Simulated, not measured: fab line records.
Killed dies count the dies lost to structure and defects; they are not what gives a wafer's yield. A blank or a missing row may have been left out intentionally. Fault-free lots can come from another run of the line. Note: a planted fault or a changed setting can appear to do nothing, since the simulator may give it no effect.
2 desks, one fault :: flow sky130 :: each desk holds nothing but its own numbers, with what lay behind them at the end

## TOOL OWNER'S DESK, cvdW-01
The tool's own readings at SKY_VIA4_CVD_18 (deposits W, target thk 505 nm, time 152.14 s): means of the sampled wafers that have a number, for each lot that ran on this tool. Any lot whose mean is over 4 standard deviations away from the usual mean is out of limits and marked OUT; that distance is given in the brackets.
Columns: A = chamberPressureTorr at SKY_VIA4_CVD_18, usual 40.02 Torr; B = heaterPowerOuterW at SKY_VIA4_CVD_18, usual 553 W; C = heaterPowerW at SKY_VIA4_CVD_18, usual 897 W; D = susceptorTempC at SKY_VIA4_CVD_18, usual 399.97 C
lot: L487
first seen here: day 42 22:40
A: 39.90
B: 512
C: 838
D: 399.93

lot: L489
first seen here: day 43 05:20
A: 40.09
B: 502
C: 801
D: 400.09

lot: L490
first seen here: day 43 17:49
A: 39.94
B: 505
C: 810
D: 400.00

lot: L495
first seen here: day 45 04:26
A: 40.00
B: 503
C: 795
D: 399.97

lot: L502
first seen here: day 47 07:10
A: 40.01
B: 504
C: 790
D: 397.24 (-14) OUT

lot: L498
first seen here: day 47 10:48
A: 40.05
B: 497
C: 805
D: 397.32 (-13) OUT
Finding of this desk: L498, L502 out of limits; the first was L502 at day 47 07:10, on susceptorTempC at SKY_VIA4_CVD_18. In limits: L487, L489, L490, L495.

## FROM THE METROLOGY DESK
Means of the sampled wafers that have a number, per lot and without regard to the tool the lot ran on: this is what the gauges read. Any lot whose mean is over 4 standard deviations away from the usual mean is out of limits and marked OUT; that distance is given in the brackets.
Columns: A = CAP2M_TIN_THK at SKY_CAP2M_THK_MEAS_04, usual 200.7 nm; B = VIA4_W_RS at SKY_VIA4_RS_MEAS_19, usual 0.224 ohm/sq; C = VIA4_W_THK at SKY_VIA4_THK_MEAS_20, usual 517 nm
lot: L487
first seen here: day 39 20:33
A: 202.2
B: 0.227
C: 510

lot: L488
first seen here: day 39 20:52
A: 199.9
B: 0.222
C: 524

lot: L489
first seen here: day 40 03:38
A: 203.0
B: 0.231
C: 500

lot: L490
first seen here: day 40 16:53
A: 198.0
B: 0.227
C: 517

lot: L493
first seen here: day 41 09:27
A: 203.8
B: 0.221
C: 519

lot: L495
first seen here: day 42 05:34
A: 200.4
B: 0.228
C: 508

lot: L502
first seen here: day 44 15:13
A: 204.5
B: 0.237
C: 487

lot: L498
first seen here: day 44 19:28
A: 198.7
B: 0.236
C: 492

lot: L505
first seen here: day 45 09:50
A: 202.6
B: 0.224
C: 521

lot: L506
first seen here: day 45 14:00
A: 203.9
B: 0.217
C: 539

lot: L509
first seen here: day 46 04:42
A: 196.6
B: 0.223
C: 521
This desk's finding: nothing out of limits on any of the 11 lots.

## ALL TOGETHER
On L498, L502, at day 47 07:10, an alarm was possible from the tool owner's desk.
Metrology desk: nothing out of limits seen.
The metrology desk holds a record of L498, L502, inside its limits.
The lots listed all ran SKY_VIA4_CVD_18 on cvdW-01.

## WHAT HAD BEEN PUT IN BY THE SIMULATOR
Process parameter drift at SKY_VIA4_CVD_18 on cvdW-01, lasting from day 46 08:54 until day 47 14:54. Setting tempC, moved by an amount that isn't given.
Struck lots among those shown: L498, L502.
Delay in hours, fault start to first out-of-limits reading, by desk: the tool owner's desk at 22.
